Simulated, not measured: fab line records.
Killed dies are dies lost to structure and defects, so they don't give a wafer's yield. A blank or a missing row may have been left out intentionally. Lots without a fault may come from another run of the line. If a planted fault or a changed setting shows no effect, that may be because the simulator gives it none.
fab line records ; flow sky130
record lots=12; wafers=36; last_day=50
route steps=708 shown METAL3@564 VIA3@589 PASSIVATION@682 PAD_OPEN@695
lots untouched by any fault: they come from a run of this same line in which no faults occurred
start_h: the number of hours between the record's first day and the start of the first shown wafer of the lot ; wait_h: hours since the lot's step before ; " as in the row above ; L1.1+2: a single row standing in for several wafers ; - no value present, or no start provided ; * or withheld: withheld ; < > ~ a bound
route shown NAME@n: NAME is a module with steps in the file, n the number in the route of the first one ; usual: mean/standard deviation of fault-free wafers ; same: alike in all rows ; chamber/n: place in a boat ; sites: readings site by site ; _std_site: how widely they spread, as a standard deviation ; _edge_site: mean of outer sites minus mean of inner sites ; radius_mm: how far each site lies from the wafer's centre ; mask NAME#n: copy n ; behind: the last tool/chamber to shape the wafer ; hold: cause of the lot's hold/its duration in hours/its outcome ; device: which transistor (n, p or np) failed to switch ; end of line: tests run on the same wafers once the route is complete ; step lacking rows: just its recipe ; killed: not the wafer's yield, but the dies lost to structure and defects at the first sort ; map: a wafer's dies, marking killed ones x, the rest . and places with no die _
set.NAME: the setting the step ran with; set.NAME@STEP: the setting that earlier step ran with ; model.NAME: the simulator's own value behind a step, which no gauge read
a sample of lots followed through the steps of the route, with each step as a table and each wafer as a row
services: a tool's chamber out of use, with start hour (start_h, from the record's first day; less than 0 if before it), hours out, and reason
## steps
# step SKY_METAL3_OVL_MEAS_14
# usual METAL3_OVL=-1/5.1
lot.wafer;tool;chamber;start_h;wait_h;METAL3_OVL[nm]
L337.1;overlay-01;-;891.76;0.1;3
L337.3;overlay-01;-;891.76;0.1;5
L337.5;overlay-01;-;891.76;0.1;3
L338.1;overlay-02;-;895.14;0.1;5
L338.3;overlay-02;-;895.14;0.1;3
L338.5;overlay-02;-;895.14;0.1;8
L339.2;overlay-02;-;912.34;0.1;3
L339.3;overlay-02;-;912.34;0.1;5
L339.4;overlay-02;-;912.34;0.1;3
L340.1;overlay-02;-;915.12;0.1;-3
L340.3;overlay-02;-;915.12;0.1;10
L340.6;overlay-02;-;915.12;0.1;-1
L341.2;overlay-02;-;925.21;0.1;1
L341.3;overlay-02;-;925.21;0.1;0
L341.4;overlay-02;-;925.21;0.1;0
L342.2;overlay-02;-;945.05;0.1;-7
L342.4;overlay-02;-;945.05;0.1;7
L342.5;overlay-02;-;945.05;0.1;-2
L343.2;overlay-02;-;950.34;0.1;4
L343.3;overlay-02;-;950.34;0.1;3
L343.4;overlay-02;-;950.34;0.1;-4
L345.2;overlay-01;-;966.74;0.1;-1
L345.3;overlay-01;-;966.74;0.1;3
L345.4;overlay-01;-;966.74;0.1;-3
L346.2;overlay-02;-;971.64;0.1;-9
L346.3;overlay-02;-;971.64;0.1;-3
L346.5;overlay-02;-;971.64;0.1;-5
L349.1;overlay-01;-;1002.59;0.1;3
L349.2;overlay-01;-;1002.59;0.1;2
L349.6;overlay-01;-;1002.59;0.1;-2
L354.1;overlay-02;-;1018.37;0.1;8
L354.3;overlay-02;-;1018.37;0.1;1
L354.4;overlay-02;-;1018.37;0.1;-4
L360.1;overlay-01;-;1054.72;0.1;2
L360.2;overlay-01;-;1054.72;0.1;-2
L360.5;overlay-01;-;1054.72;0.1;5
# step SKY_VIA3_STRIP_16
# recipe chemistry=O2/N2; power_w=1400; pressure_mtorr=1500; platen_temp_c=withheld; o2_flow_sccm=3000; n2_flow_sccm=300; overash_fraction=0.5
# usual drypump_motor_current_A=5.98/0.24; n2_flow_sccm=300.0/0.89; o2_flow_sccm=3000/7.9; oes_product_au=0.402/0.0046; strip_time_to_endpoint_s=4.125/0.022
lot.wafer;tool;chamber;start_h;wait_h;drypump_motor_current_A;n2_flow_sccm;o2_flow_sccm;oes_product_au;rf_hours_counter_h;strip_time_to_endpoint_s
L337.1;plasma_asher-01;0;919.62;0.0;6.15;300.5;3001;0.402;110;4.149
L337.3;plasma_asher-01;1;919.62;0.0;6.08;301.1;3014;0.409;-;4.148
L337.5;plasma_asher-01;1;919.62;0.0;6.10;298.9;3005;0.399;-;4.123
L338.1;plasma_asher-02;1;922.26;0.0;5.52;299.3;2990;0.401;50;4.122
L338.3;plasma_asher-02;1;922.26;0.0;5.52;300.0;2998;0.413;-;4.096
L338.5;plasma_asher-02;1;922.26;0.0;5.56;300.2;2987;0.400;-;4.114
L339.2;plasma_asher-02;0;938.83;0.0;5.95;299.7;3000;0.401;52;4.088
L339.3;plasma_asher-02;1;938.83;0.0;5.58;299.9;3005;0.406;-;4.133
L339.4;plasma_asher-02;0;938.83;0.0;5.92;300.2;3012;0.404;-;4.091
L340.1;plasma_asher-01;0;941.83;0.0;6.16;300.7;2993;0.404;112;4.083
L340.3;plasma_asher-01;1;941.83;0.0;6.14;299.8;2984;0.401;-;4.102
L340.6;plasma_asher-01;1;941.83;0.0;6.12;300.0;3001;0.400;-;4.129
L341.2;plasma_asher-04;1;951.56;0.0;6.30;298.7;3002;0.407;17;4.154
L341.3;plasma_asher-04;1;951.56;0.0;6.26;299.1;3008;0.397;-;4.143
L341.4;plasma_asher-04;0;951.56;0.0;6.08;299.0;2997;0.399;-;4.146
L342.2;plasma_asher-01;0;971.11;0.0;6.16;300.2;2998;0.405;115;4.104
L342.4;plasma_asher-01;1;971.11;0.0;6.09;300.2;3012;0.402;-;4.124
L342.5;plasma_asher-01;0;971.11;0.0;6.15;302.1;3013;0.394;-;4.104
L343.2;plasma_asher-02;0;976.57;0.0;5.94;298.2;3012;0.405;56;4.154
L343.3;plasma_asher-02;0;976.57;0.0;5.91;298.9;3001;0.403;-;4.133
L343.4;plasma_asher-02;1;976.57;0.0;5.57;299.7;2995;0.400;-;4.135
L345.2;plasma_asher-04;0;992.57;0.0;6.03;299.1;3009;0.395;21;4.102
L345.3;plasma_asher-04;1;992.57;0.0;6.26;298.9;2980;0.403;-;4.125
L345.4;plasma_asher-04;0;992.57;0.0;6.01;299.8;2989;0.398;-;4.154
L346.2;plasma_asher-04;1;997.17;0.0;6.25;300.1;3003;0.413;22;4.122
L346.3;plasma_asher-04;1;997.17;0.0;6.29;300.2;2998;0.404;-;4.159
L346.5;plasma_asher-04;0;997.17;0.0;6.04;300.8;2996;0.404;-;4.129
L349.1;plasma_asher-02;0;1026.73;0.0;5.95;298.5;2998;0.404;61;4.133
L349.2;plasma_asher-02;1;1026.73;0.0;5.52;300.8;2992;0.403;61;4.126
L349.6;plasma_asher-02;0;1026.73;0.0;5.94;299.4;2997;0.402;-;4.138
L354.1;plasma_asher-02;0;1042.03;0.0;5.96;300.1;3018;0.407;62;4.169
L354.3;plasma_asher-02;0;1042.03;0.0;5.92;299.5;3007;0.401;-;4.095
L354.4;plasma_asher-02;1;1042.03;0.0;5.53;300.2;2999;0.400;-;4.123
L360.1;plasma_asher-02;0;1077.53;0.0;5.96;300.0;2993;0.396;65;4.087
L360.2;plasma_asher-02;1;1077.53;0.0;5.55;300.4;3007;0.404;65;4.119
L360.5;plasma_asher-02;1;1077.53;0.0;5.55;298.8;3010;0.399;-;4.108
# step SKY_PASSIVATION_THK_MEAS_01
# recipe reads=SiO2_of_PASSIVATION_CVD_00
# usual PASSIVATION_CVD_00_THK=90.1/1.2
lot.wafer;tool;chamber;start_h;wait_h;PASSIVATION_CVD_00_THK[nm]
L337.1;film_metro-03;-;1020.94;-;89.3
L337.3;film_metro-03;-;1020.94;-;88.6
L337.5;film_metro-03;-;1020.94;-;90.2
L338.1;film_metro-03;-;1022.69;-;89.6
L338.3;film_metro-03;-;1022.69;-;89.5
L338.5;film_metro-03;-;1022.69;-;90.7
L339.2;film_metro-03;-;1037.91;-;90.6
L339.3;film_metro-03;-;1037.91;-;90.0
L339.4;film_metro-03;-;1037.91;-;92.0
L340.1;film_metro-01;-;1041.00;-;89.6
L340.3;film_metro-01;-;1041.00;-;89.2
L340.6;film_metro-01;-;1041.00;-;90.2
L341.2;film_metro-01;-;1048.92;-;88.2
L341.3;film_metro-01;-;1048.92;-;88.4
L341.4;film_metro-01;-;1048.92;-;90.1
L342.2;film_metro-01;-;1067.36;-;90.7
L342.4;film_metro-01;-;1067.36;-;89.7
L342.5;film_metro-01;-;1067.36;-;90.7
L343.2;film_metro-03;-;1073.66;-;89.5
L343.3;film_metro-03;-;1073.66;-;89.7
L343.4;film_metro-03;-;1073.66;-;91.1
L345.2;film_metro-02;-;1086.82;-;90.5
L345.3;film_metro-02;-;1086.82;-;88.6
L345.4;film_metro-02;-;1086.82;-;91.9
L346.2;film_metro-03;-;1090.95;-;89.1
L346.3;film_metro-03;-;1090.95;-;88.4
L346.5;film_metro-03;-;1090.95;-;90.5
L349.1;film_metro-02;-;1114.66;-;88.9
L349.2;film_metro-02;-;1114.66;-;88.5
L349.6;film_metro-02;-;1114.66;-;89.5
L354.1;film_metro-03;-;1129.09;-;90.4
L354.3;film_metro-03;-;1129.09;-;89.7
L354.4;film_metro-03;-;1129.09;-;90.7
L360.1;film_metro-03;-;1159.97;-;90.2
L360.2;film_metro-03;-;1159.97;-;88.3
L360.5;film_metro-03;-;1159.97;-;91.0
# step SKY_PAD_OPEN_HMDS_01
# recipe prime_time_s=60; prime_temp_c=120
# usual chill_plate_temp_C=23.00/0.11; prime_temp_c=120.02/0.15
lot.wafer;tool;chamber;start_h;wait_h;chill_plate_temp_C;prime_temp_c
L337.1;litho_track-01;0;1053.88;0.1;22.89;119.64
L337.3;litho_track-01;0;1053.88;0.1;23.12;120.01
L337.5;litho_track-01;0;1053.88;0.1;23.04;120.01
L338.1;litho_track-01;0;1055.53;0.1;22.96;120.15
L338.3;litho_track-01;0;1055.53;0.1;23.09;119.86
L338.5;litho_track-01;0;1055.53;0.1;22.95;120.07
L339.2;litho_track-03;0;1069.39;0.1;23.16;120.21
L339.3;litho_track-03;0;1069.39;0.1;23.18;120.13
L339.4;litho_track-03;0;1069.39;0.1;23.06;119.92
L340.1;litho_track-01;0;1072.48;0.1;23.10;119.92
L340.3;litho_track-01;0;1072.48;0.1;22.99;119.80
L340.6;litho_track-01;0;1072.48;0.1;22.92;119.95
L341.2;litho_track-02;0;1081.89;0.1;23.11;120.00
L341.3;litho_track-02;0;1081.89;0.1;23.08;119.85
L341.4;litho_track-02;0;1081.89;0.1;23.10;120.02
L342.2;litho_track-02;0;1097.34;0.1;22.93;120.03
L342.4;litho_track-02;0;1097.34;0.1;22.93;119.96
L342.5;litho_track-02;0;1097.34;0.1;22.87;119.80
L343.2;litho_track-01;0;1104.35;0.1;23.13;120.10
L343.3;litho_track-01;0;1104.35;0.1;22.81;120.04
L343.4;litho_track-01;0;1104.35;0.1;23.00;120.01
L345.2;litho_track-03;0;1113.44;0.1;22.93;119.93
L345.3;litho_track-03;0;1113.44;0.1;23.10;119.93
L345.4;litho_track-03;0;1113.44;0.1;23.04;119.76
L346.2;litho_track-02;0;1120.45;0.1;23.06;122.08
L346.3;litho_track-02;0;1120.45;0.1;22.93;122.12
L346.5;litho_track-02;0;1120.45;0.1;23.04;122.31
L349.1;litho_track-02;0;1142.07;0.1;22.92;122.03
L349.2;litho_track-02;0;1142.07;0.1;23.11;122.10
L349.6;litho_track-02;0;1142.07;0.1;23.02;122.20
L354.1;litho_track-01;0;1156.38;0.1;22.88;120.37
L354.3;litho_track-01;0;1156.38;0.1;22.78;120.17
L354.4;litho_track-01;0;1156.38;0.1;23.01;120.16
L360.1;litho_track-03;0;1184.96;0.1;23.00;120.07
L360.2;litho_track-03;0;1184.96;0.1;23.00;120.13
L360.5;litho_track-03;0;1184.96;0.1;23.11;120.19
## services
tool;chamber;start_h;hours;kind
litho_track-02;-;924.12;-;consumable_replace:filter
litho_track-03;-;962.12;-;consumable_replace:filter
plasma_asher-01;-;1055.25;9.0;pm
plasma_asher-01;0;1055.25;9.0;vent_cycle
plasma_asher-01;1;1055.25;9.0;vent_cycle
plasma_asher-01;0;1064.25;-;clean
plasma_asher-01;1;1064.25;-;clean
plasma_asher-02;-;1081.92;1.0;repair
plasma_asher-04;-;1113.86;2.3;repair
plasma_asher-02;-;1129.80;4.1;repair
plasma_asher-04;-;1141.20;5.0;repair
## key
first_sign step=SKY_PAD_OPEN_HMDS_01; reading=prime_temp_c; direction=up; sigmas=14; usual=*; struck=*
effect none on later readings
met_at SKY_PAD_OPEN_HMDS_01
struck_lots L346,L349
not_acting_at SKY_METAL3_OVL_MEAS_14,SKY_VIA3_STRIP_16,SKY_PASSIVATION_THK_MEAS_01
onset_between 1097.34 1120.45
fault kind=process_parameter_drift; tool=litho_track-02; chamber=-; onset_h=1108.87; steps=SKY_PAD_OPEN_HMDS_01; channel=prime_temp_c; offset=*; shape=step; end_h=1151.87; acts_in=*; stated=*
